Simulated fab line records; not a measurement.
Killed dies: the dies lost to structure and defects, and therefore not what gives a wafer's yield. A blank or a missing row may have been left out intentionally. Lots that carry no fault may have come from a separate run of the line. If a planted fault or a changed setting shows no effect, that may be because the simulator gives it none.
fab line records	flow sky130
record lots=9	wafers=27	last_day=50
route steps=708 shown CAP2M@605 VIA4@652 METAL5@663 PAD_OPEN@708
lots that met no fault: from a run of the same line without faults
start_h: the number of hours between the record's first day and the start of the first shown wafer of the lot	wait_h: hours elapsed since this lot's preceding step	" as in the row above	L1.1+2: a row that stands for several wafers	- value missing, or start not given	* or withheld: withheld	< > ~ a bound
route shown NAME@n: NAME is a module with steps in the file, n the number in the route of the first one	usual: mean and standard deviation over wafers with no fault	same: alike in all rows	chamber/n: place in a boat	sites: each site's reading	_std_site: standard deviation of those values	_edge_site: inner sites' mean taken away from outer sites' mean	radius_mm: how far each site lies from the wafer's centre	mask NAME#n: copy n	behind: the most recent tool/chamber to have shaped the wafer	hold: reason for holding the lot/hours on hold/outcome of the hold	device: which transistor (n, p or np) failed to switch	end of line: tests of these same wafers at the route's end	where a step has no rows: the recipe by itself	killed: count of dies lost to structure and defects at first sort (not the wafer's yield)	map: shows each die of a wafer: x if killed, . if not, _ if none is there
set.NAME: the run value of the setting; set.NAME@STEP: its run value at that earlier step	model.NAME: the simulator's own value behind a step, which no gauge read
steps of the route over a sample of lots; a table a step, a row a wafer
services: a tool's chamber out of use, with start hour (start_h, from the record's first day; less than 0 if before it), hours out, and reason
## steps
# step SKY_CAP2M_SPUTTER_02
# recipe material=TiN	target_thk_nm=200	temp_c=300	power_w=6500	time_s=166.7	chamber_pressure_pa=0.4
# usual throttle_valve_pct=30.5/1.2
# same time_s=166.7
lot.wafer	tool	chamber	start_h	wait_h	throttle_valve_pct
L623.3	pvd_sputter-01	-	946.93	0.0	32.8
L623.5	"	-	"	"	28.6
L623.6	"	-	"	"	31.7
L624.1	pvd_sputter-02	-	949.77	0.1	30.2
L624.5	"	-	"	"	31.3
L624.6	"	-	"	"	30.1
L625.2	pvd_sputter-02	-	969.22	0.0	31.5
L625.3	"	-	"	"	30.1
L625.5	"	-	"	"	28.5
L626.1	pvd_sputter-03	-	970.69	0.1	29.7
L626.2	"	-	"	"	29.7
L626.6	"	-	"	"	31.2
L627.1	pvd_sputter-03	-	974.89	0.1	31.4
L627.3	"	-	"	"	29.6
L627.4	"	-	"	"	31.1
L634.1	pvd_sputter-02	-	1025.94	0.1	28.4
L634.3	"	-	"	"	31.4
L634.5	"	-	"	"	31.2
L635.3	pvd_sputter-03	-	1032.27	0.0	31.4
L635.4	"	-	"	"	29.6
L635.5	"	-	"	"	31.5
L642.1	pvd_sputter-02	-	1063.78	0.1	31.2
L642.3	"	-	"	"	31.1
L642.4	"	-	"	"	30.0
L643.1	pvd_sputter-03	-	1075.34	0.1	29.6
L643.2	"	-	"	"	31.6
L643.5	"	-	"	"	29.7
# step SKY_CAP2M_METAL_ETCH_13
# recipe target_depth_nm=220	stop_on=SiO2	chemistry=Cl2/BCl3	target=TiN	pressure_mtorr=10	icp_w=900	bias_w=48.5	Cl2_flow_sccm=60	bcl3_flow_sccm=30	time_s=62.9
# usual bias_w=48.53/0.14	chamber_pressure_mTorr=10.000/0.01	drypump_motor_current_A=6.16/0.23	oes_product_au=0.939/0.008	throttle_valve_pct=21.903/0.011
# same time_s=62.9
lot.wafer	tool	chamber	start_h	wait_h	bias_w	chamber_pressure_mTorr	drypump_motor_current_A	oes_product_au	rf_hours_counter_h	throttle_valve_pct
L623.3	rie_metal-01	1	971.14	0.0	48.60	9.989	6.00	0.949	-	21.879
L623.5	"	0	"	"	48.69	9.993	6.10	0.944	-	21.903
L623.6	"	1	"	"	48.45	10.004	6.00	0.934	-	21.893
L624.1	rie_metal-04	0	974.07	0.0	48.57	10.004	6.59	0.944	15	21.907
L624.5	"	1	"	"	48.55	9.992	6.00	0.933	-	21.898
L624.6	"	0	"	"	48.42	10.012	6.62	0.947	-	21.901
L625.2	rie_metal-03	1	992.77	0.0	48.48	10.005	6.22	0.951	18	21.902
L625.3	"	1	"	"	48.63	10.002	6.25	0.953	-	21.908
L625.5	"	0	"	"	48.42	9.992	6.03	0.950	-	21.890
L626.1	rie_metal-04	1	993.97	0.0	48.28	9.996	6.00	0.934	9	21.906
L626.2	"	0	"	"	48.49	9.997	6.62	0.941	16	21.895
L626.6	"	1	"	"	48.27	10.004	6.01	0.932	-	21.913
L627.1	rie_metal-03	1	998.37	0.0	48.42	9.987	6.25	0.938	18	21.905
L627.3	"	1	"	"	48.54	9.995	6.28	0.938	-	21.919
L627.4	"	0	"	"	48.37	10.001	6.03	0.934	-	21.908
L634.1	rie_metal-01	1	1047.77	0.0	48.60	10.008	5.99	0.942	10	21.906
L634.3	"	1	"	"	48.58	10.004	5.97	0.958	-	21.902
L634.5	"	1	"	"	48.58	10.017	6.00	0.948	-	21.901
L635.3	rie_metal-01	1	1054.30	0.0	48.86	9.979	5.98	0.934	-	21.890
L635.4	"	0	"	"	48.68	10.002	6.03	0.945	-	21.895
L635.5	"	0	"	"	48.49	10.014	6.05	0.936	-	21.900
L642.1	rie_metal-01	1	1084.39	0.0	48.47	9.995	5.99	0.935	13	21.894
L642.3	"	0	"	"	48.48	10.007	6.08	0.942	-	21.903
L642.4	"	1	"	"	48.66	9.993	5.99	0.949	-	21.905
L643.1	rie_metal-01	0	1096.29	0.0	48.84	9.999	6.10	0.937	16	21.882
L643.2	"	1	"	"	48.59	10.013	5.98	0.936	13	21.908
L643.5	"	1	"	"	48.66	10.001	6.00	0.945	-	21.899
# step SKY_VIA4_STRIP_13
# recipe chemistry=O2/N2	power_w=1400	pressure_mtorr=1500	platen_temp_c=withheld	o2_flow_sccm=3000	n2_flow_sccm=300	overash_fraction=0.5
# usual chamber_pressure_mTorr=1499.8/1.4	drypump_motor_current_A=5.9/0.51	oes_product_au=0.710/0.0047	strip_time_to_endpoint_s=12.807/0.03
# same overash_fraction=0.5
lot.wafer	tool	chamber	start_h	wait_h	chamber_pressure_mTorr	drypump_motor_current_A	oes_product_au	rf_hours_counter_h	strip_time_to_endpoint_s
L623.3	plasma_asher-01	0	1019.48	-	1500.3	4.8	0.709	-	12.798
L623.5	"	0	"	"	1500.2	4.8	0.702	-	12.800
L623.6	"	1	"	"	1500.9	6.2	0.714	-	12.815
L624.1	plasma_asher-04	0	1021.76	-	1500.5	6.4	0.720	57	12.835
L624.5	"	0	"	"	1499.7	6.5	0.707	-	12.835
L624.6	"	1	"	"	1499.4	6.2	0.713	-	12.825
L625.2	plasma_asher-04	0	1039.90	-	1499.0	6.5	0.712	59	12.786
L625.3	"	0	"	"	1499.4	6.4	0.710	-	12.815
L625.5	"	0	"	"	1501.3	6.4	0.705	-	12.821
L626.1	plasma_asher-04	1	1041.46	-	1501.8	6.2	0.710	60	12.802
L626.2	"	0	"	"	1503.3	6.5	0.704	60	12.804
L626.6	"	1	"	"	1498.7	6.2	0.711	-	12.819
L627.1	plasma_asher-01	1	1046.45	-	1502.2	6.2	0.700	31	12.781
L627.3	"	1	"	"	1500.9	6.2	0.715	-	12.813
L627.4	"	0	"	"	1498.9	4.8	0.711	-	12.832
L634.1	plasma_asher-02	0	1091.52	-	1499.4	5.6	0.704	3	12.828
L634.3	"	0	"	"	1500.9	5.6	0.703	-	12.838
L634.5	"	1	"	"	1500.6	5.8	0.708	-	12.797
L635.3	plasma_asher-04	0	1097.84	-	1502.0	6.5	0.708	-	12.823
L635.4	"	1	"	"	1499.5	6.2	0.710	-	12.764
L635.5	"	1	"	"	1497.4	6.2	0.709	-	12.774
L642.1	plasma_asher-02	1	1126.85	-	1502.1	5.8	0.704	6	12.784
L642.3	"	0	"	"	1500.7	5.6	0.708	-	12.844
L642.4	"	1	"	"	1498.2	5.8	0.715	-	12.783
L643.1	plasma_asher-01	1	1136.77	-	1500.8	6.2	0.702	40	12.849
L643.2	"	0	"	"	1500.4	4.8	0.712	40	12.764
L643.5	"	0	"	"	1501.2	4.8	0.710	-	12.843
# step SKY_METAL5_SPUTTER_02
# recipe material=AlCu	target_thk_nm=1150	power_w=10600	time_s=61.2	chamber_pressure_pa=0.4
# usual throttle_valve_pct=30.2/1.2
lot.wafer	tool	chamber	start_h	wait_h	throttle_valve_pct
L623.3	pvd_sputter-04	-	1020.78	0.0	28.7
L623.5	"	-	"	"	29.6
L623.6	"	-	"	"	28.9
L624.1	pvd_sputter-02	-	1023.15	0.0	31.4
L624.5	"	-	"	"	30.1
L624.6	"	-	"	"	31.4
L625.2	pvd_sputter-02	-	1041.27	0.0	28.6
L625.3	"	-	"	"	31.4
L625.5	"	-	"	"	29.9
L626.1	pvd_sputter-02	-	1042.80	0.0	29.7
L626.2	"	-	"	"	31.3
L626.6	"	-	"	"	28.6
L627.1	pvd_sputter-04	-	1047.78	0.0	28.8
L627.3	"	-	"	"	29.3
L627.4	"	-	"	"	30.3
L634.1	pvd_sputter-02	-	1092.90	0.0	31.6
L634.3	"	-	"	"	28.9
L634.5	"	-	"	"	31.5
L635.3	pvd_sputter-01	-	1099.39	0.0	30.2
L635.4	"	-	"	"	32.5
L635.5	"	-	"	"	32.7
L642.1	pvd_sputter-01	-	1128.39	0.0	31.1
L642.3	"	-	"	"	28.6
L642.4	"	-	"	"	32.7
L643.1	pvd_sputter-04	-	1138.11	0.0	29.2
L643.2	"	-	"	"	29.6
L643.5	"	-	"	"	30.2
# step SKY_METAL5_RS_MEAS_05
# recipe thk_meas_gauge=four-point-probe	reads=TiN_of_METAL5_SPUTTER_04+Ti_of_METAL5_SPUTTER_03+AlCu_of_METAL5_SPUTTER_02+TiN_of_METAL5_SPUTTER_01+Ti_of_METAL5_SPUTTER_00
# usual METAL5_ALCU_RS=0.02693/0.00029
lot.wafer	tool	chamber	start_h	wait_h	METAL5_ALCU_RS[ohm/sq]
L623.3	film_metro-01	-	1020.94	0.1	0.02646
L623.5	"	-	"	"	0.02702
L623.6	"	-	"	"	0.02657
L624.1	film_metro-03	-	1023.27	0.0	0.02689
L624.5	"	-	"	"	0.02715
L624.6	"	-	"	"	0.02676
L625.2	film_metro-03	-	1041.41	0.0	0.02674
L625.3	"	-	"	"	0.02701
L625.5	"	-	"	"	0.02725
L626.1	film_metro-01	-	1042.92	0.0	0.02733
L626.2	"	-	"	"	0.02698
L626.6	"	-	"	"	0.02689
L627.1	film_metro-03	-	1047.90	0.0	0.02676
L627.3	"	-	"	"	0.02698
L627.4	"	-	"	"	0.02683
L634.1	film_metro-02	-	1093.01	0.0	0.02715
L634.3	"	-	"	"	0.04301
L634.5	"	-	"	"	0.02707
L635.3	film_metro-03	-	1099.55	0.1	0.02711
L635.4	"	-	"	"	0.02694
L635.5	"	-	"	"	0.02676
L642.1	film_metro-03	-	1128.51	0.0	0.02765
L642.3	"	-	"	"	0.02724
L642.4	"	-	"	"	0.02731
L643.1	film_metro-03	-	1138.23	0.0	0.0266
L643.2	"	-	"	"	0.02684
L643.5	"	-	"	"	0.02714
# step SKY_METAL5_THK_MEAS_06
# recipe thk_meas_gauge=xrf	reads=AlCu_of_METAL5_SPUTTER_02
# usual METAL5_ALCU_THK=1154/15
lot.wafer	tool	chamber	start_h	wait_h	METAL5_ALCU_THK[nm]
L623.3	film_metro-01	-	1021.04	0.1	1167
L623.5	"	-	"	"	1150
L623.6	"	-	"	"	1167
L624.1	film_metro-03	-	1023.39	0.1	1161
L624.5	"	-	"	"	1149
L624.6	"	-	"	"	1173
L625.2	film_metro-03	-	1041.52	0.1	1159
L625.3	"	-	"	"	1156
L625.5	"	-	"	"	1139
L626.1	film_metro-01	-	1043.04	0.1	1120
L626.2	"	-	"	"	1143
L626.6	"	-	"	"	1142
L627.1	film_metro-03	-	1048.02	0.1	1164
L627.3	"	-	"	"	1160
L627.4	"	-	"	"	1166
L634.1	film_metro-02	-	1093.13	0.1	1145
L634.3	"	-	"	"	723
L634.5	"	-	"	"	1148
L635.3	film_metro-03	-	1099.65	0.1	1150
L635.4	"	-	"	"	1164
L635.5	"	-	"	"	1167
L642.1	film_metro-03	-	1128.63	0.1	1126
L642.3	"	-	"	"	1150
L642.4	"	-	"	"	1145
L643.1	film_metro-03	-	1138.35	0.1	1175
L643.2	"	-	"	"	1159
L643.5	"	-	"	"	1159
# step SKY_METAL5_METAL_ETCH_15
# recipe target_depth_a=12600	stop_on=SiO2	over_etch_frac=0.2	time_s=252	chemistry=Cl2/BCl3	resist_sidewall_deg=86	pressure_mtorr=10	icp_w=900	bias_w=48.5	Cl2_flow_sccm=60	bcl3_flow_sccm=30
# usual bias_w=48.49/0.15	chamber_pressure_mTorr=10.001/0.0098	drypump_motor_current_A=6.1/0.55	oes_product_au=0.895/0.0048	throttle_valve_pct=22.266/0.0093
# same time_s=252
lot.wafer	tool	chamber	start_h	wait_h	bias_w	chamber_pressure_mTorr	drypump_motor_current_A	oes_product_au	rf_hours_counter_h	throttle_valve_pct
L623.3	rie_metal-04	1	1042.89	0.1	48.42	10.008	6.0	0.895	-	22.275
L623.5	"	0	"	"	48.58	9.990	6.6	0.904	-	22.279
L623.6	"	1	"	"	48.52	9.995	6.0	0.897	-	22.283
L624.1	rie_metal-03	1	1045.18	0.0	48.43	9.997	6.3	0.902	21	22.243
L624.5	"	0	"	"	48.21	9.996	6.0	0.894	-	22.278
L624.6	"	1	"	"	48.59	10.000	6.3	0.895	-	22.266
L625.2	rie_metal-04	0	1062.88	0.0	48.53	10.002	6.6	0.891	20	22.263
L625.3	"	0	"	"	48.55	10.005	6.6	0.894	-	22.253
L625.5	"	1	"	"	48.54	10.017	6.0	0.895	-	22.279
L626.1	rie_metal-04	0	1064.27	0.0	48.52	10.017	6.6	0.891	20	22.269
L626.2	"	1	"	"	48.32	10.006	6.0	0.893	13	22.274
L626.6	"	1	"	"	48.45	9.991	6.0	0.892	-	22.274
L627.1	rie_metal-04	0	1069.18	0.0	48.42	9.984	6.6	0.886	21	22.276
L627.3	"	0	"	"	48.51	10.010	6.6	0.900	-	22.267
L627.4	"	1	"	"	48.58	10.007	6.0	0.894	-	22.245
L634.1	rie_metal-02	0	1113.07	0.0	48.29	9.999	5.0	0.889	17	22.260
L634.3	"	0	"	"	48.55	9.991	5.0	0.723	-	22.274
L634.5	"	0	"	"	48.27	10.008	5.0	0.886	-	22.265
L635.3	rie_metal-02	1	1119.51	0.1	48.67	9.989	6.6	0.894	-	22.264
L635.4	"	0	"	"	48.72	9.997	5.0	0.889	-	22.266
L635.5	"	0	"	"	48.62	10.011	5.0	0.894	-	22.284
L642.1	rie_metal-04	0	1147.05	0.0	48.44	10.002	6.6	0.899	27	22.258
L642.3	"	0	"	"	48.37	9.999	6.6	0.901	-	22.259
L642.4	"	1	"	"	48.18	9.994	6.0	0.893	-	22.268
L643.1	rie_metal-04	0	1156.44	0.0	48.34	9.983	6.6	0.901	28	22.273
L643.2	"	1	"	"	48.30	9.982	6.0	0.891	20	22.297
L643.5	"	1	"	"	48.44	9.997	6.0	0.887	-	22.267
# step SKY_PAD_OPEN_PROBE_99
# usual defect_limited_yield=82.4/1.7	killed_at_M0_to_M3=43/6.4	killed_at_M4_up=3.5/1.8	killed_at_contacts=25/5.7	killed_at_front_end=15/3.9	killed_at_other=0.3/0.67	killed_dies=87/8.6	killed_open=47/6.7	killed_short=39/5.9	sort_bin_3_pad_short=0.9/0.43	sort_bin_5_function=10.4/1.3	sort_bin_6_memory=6.3/1.1	sort_n_pass=405/8.6	sort_yield_pct=82.4/1.7
# same gross_dies=492	killed_at_back_side=0	sort_bin_4_leakage[%]=0	sort_bin_8_speed[%]=0
lot.wafer	tool	chamber	start_h	wait_h	defect_limited_yield[%]	killed_at_M0_to_M3	killed_at_M4_up	killed_at_contacts	killed_at_front_end	killed_at_other	killed_dies	killed_open	killed_short	sort_bin_3_pad_short[%]	sort_bin_5_function[%]	sort_bin_6_memory[%]	sort_n_pass	sort_yield_pct[%]
L625.2	prober-02	-	1107.64	0.1	82.1	44	4	25	14	1	88	42	46	1.6	9.3	6.9	404	82.1
L625.3	prober-02	-	1107.69	0.2	82.9	42	5	30	7	0	84	41	42	1.2	8.9	6.9	408	82.9
L625.5	prober-02	-	1107.79	0.2	82.5	51	7	18	10	0	86	49	36	1.4	7.9	8.1	406	82.5
L626.1	prober-01	-	1109.13	0.1	80.1	52	5	21	20	0	98	52	45	1.0	10.8	8.1	394	80.1
L626.2	prober-01	-	1109.18	0.1	78.5	52	4	34	16	0	106	54	52	0.6	13.4	7.5	386	78.5
L626.6	prober-01	-	1109.38	0.2	82.5	42	2	23	19	0	86	40	46	1.0	10.2	6.3	406	82.5
L627.1	prober-02	-	1113.21	0.1	83.5	45	3	15	18	0	81	43	38	1.0	10.0	5.5	411	83.5
L627.3	prober-02	-	1113.31	0.2	83.9	38	4	23	14	0	79	49	30	1.2	9.8	5.1	413	83.9
L627.4	prober-02	-	1113.36	0.2	82.9	45	3	20	16	0	84	42	42	0.8	10.2	6.1	408	82.9
# killed by level:class
L625.2 CONTACT:geometric_particle:open=13 VIA1:geometric_particle:open=11 FIELD_ISO:geometric_particle:short=5 LOCAL_INTERCONNECT:geometric_particle:short=5 METAL1:geometric_particle:short=5 VIA1:geometric_particle:short=5 VIA2:geometric_particle:open=5 METAL2:geometric_particle:short=4
L625.3 CONTACT:geometric_particle:open=14 VIA1:geometric_particle:short=7 CONTACT:geometric_particle:short=7 VIA3:geometric_particle:open=6 VIA1:geometric_particle:open=5 VIA2:geometric_particle:short=5 VIA2:geometric_particle:open=4 METAL1:geometric_particle:short=4
L625.5 VIA1:geometric_particle:open=13 CONTACT:geometric_particle:open=8 VIA3:geometric_particle:open=7 METAL2:geometric_particle:short=6 VIA1:geometric_particle:short=5 VIA2:geometric_particle:open=5 METAL4:geometric_particle:short=5 VIA2:geometric_particle:short=4
L626.1 VIA1:geometric_particle:open=15 METAL2:geometric_particle:short=9 LI_CONTACT:geometric_particle:open=8 FIELD_ISO:geometric_particle:open=7 CONTACT:geometric_particle:open=7 METAL1:geometric_particle:short=6 VIA3:geometric_particle:open=5 CONTACT:geometric_particle:short=5
L626.2 VIA1:geometric_particle:open=16 CONTACT:geometric_particle:short=10 CONTACT:geometric_particle:open=10 LI_CONTACT:geometric_particle:open=8 FIELD_ISO:geometric_particle:open=6 METAL2:geometric_particle:short=6 VIA2:geometric_particle:open=6 FIELD_ISO:geometric_particle:short=5
L626.6 VIA1:geometric_particle:open=10 METAL2:geometric_particle:short=8 CONTACT:geometric_particle:open=8 FIELD_ISO:geometric_particle:short=7 LI_CONTACT:geometric_particle:open=6 METAL1:geometric_particle:short=6 POLY_GATE:geometric_particle:short=4 VIA2:geometric_particle:open=4
L627.1 VIA1:geometric_particle:open=11 VIA3:geometric_particle:open=9 METAL1:geometric_particle:short=8 CONTACT:geometric_particle:open=7 FIELD_ISO:geometric_particle:short=6 METAL2:geometric_particle:short=6 POLY_GATE:geometric_particle:short=4 FIELD_ISO:geometric_particle:open=3
L627.3 VIA1:geometric_particle:open=11 LI_CONTACT:geometric_particle:open=8 CONTACT:geometric_particle:open=8 VIA3:geometric_particle:open=6 METAL1:geometric_particle:short=6 FIELD_ISO:geometric_particle:open=4 VIA2:geometric_particle:short=4 METAL4:geometric_particle:short=4
L627.4 VIA1:geometric_particle:open=8 METAL2:geometric_particle:short=8 CONTACT:geometric_particle:open=7 VIA3:geometric_particle:open=6 VIA1:geometric_particle:short=6 LI_CONTACT:geometric_particle:open=4 LI_CONTACT:geometric_particle:short=4 METAL1:geometric_particle:short=4
## services
tool	chamber	start_h	hours	kind
plasma_asher-04	-	928.03	14.6	pm
pvd_sputter-03	-	941.79	0.7	repair
plasma_asher-01	-	963.90	14.4	repair
pvd_sputter-04	-	966.98	1.2	repair
rie_metal-02	0	972.21	8.2	repair
rie_metal-04	-	982.14	1.2	repair
plasma_asher-02	-	1030.45	17.8	repair
pvd_sputter-03	1	1037.89	-	consumable_replace:kit
pvd_sputter-03	1	1037.89	18.0	scheduled_down
pvd_sputter-03	1	1037.89	18.0	vent_cycle
pvd_sputter-01	-	1044.31	0.9	repair
plasma_asher-02	-	1055.25	9.0	pm
rie_metal-01	-	1057.53	0.8	repair
pvd_sputter-03	-	1078.05	0.8	repair
pvd_sputter-02	3	1085.66	-	consumable_replace:kit
pvd_sputter-02	3	1085.66	18.0	scheduled_down
pvd_sputter-02	3	1085.66	18.0	vent_cycle
rie_metal-03	0	1102.49	15.0	repair
plasma_asher-02	-	1111.89	0.3	repair
rie_metal-01	-	1118.71	1.1	repair
pvd_sputter-02	-	1130.96	3.2	repair
pvd_sputter-03	0	1134.35	-	consumable_replace:kit
plasma_asher-02	-	1138.30	6.1	repair
plasma_asher-04	-	1156.23	3.4	repair
## key
first_sign step=SKY_METAL5_RS_MEAS_05	reading=METAL5_ALCU_RS	direction=up	sigmas=56	usual=0.02693	struck=0.04301
effect step=SKY_METAL5_THK_MEAS_06	reading=METAL5_ALCU_THK	direction=down	sigmas=29	usual=1154	struck=723
effect step=SKY_METAL5_METAL_ETCH_15	reading=oes_product_au	direction=down	sigmas=36	usual=0.895	struck=0.723
met_at SKY_METAL5_SPUTTER_02
struck_lots L634
struck_wafers L634.3
not_acting_at SKY_CAP2M_SPUTTER_02,SKY_CAP2M_METAL_ETCH_13,SKY_VIA4_STRIP_13
onset_between 1042.80 1092.90
fault kind=process_parameter_drift	tool=pvd_sputter-02	chamber=-	onset_h=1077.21	steps=SKY_METAL5_SPUTTER_02	channel=target_thk_nm	offset=-431.52	shape=step	end_h=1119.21	scope=struck_wafers_only	acts_in=these_recipes_only	stated=1150
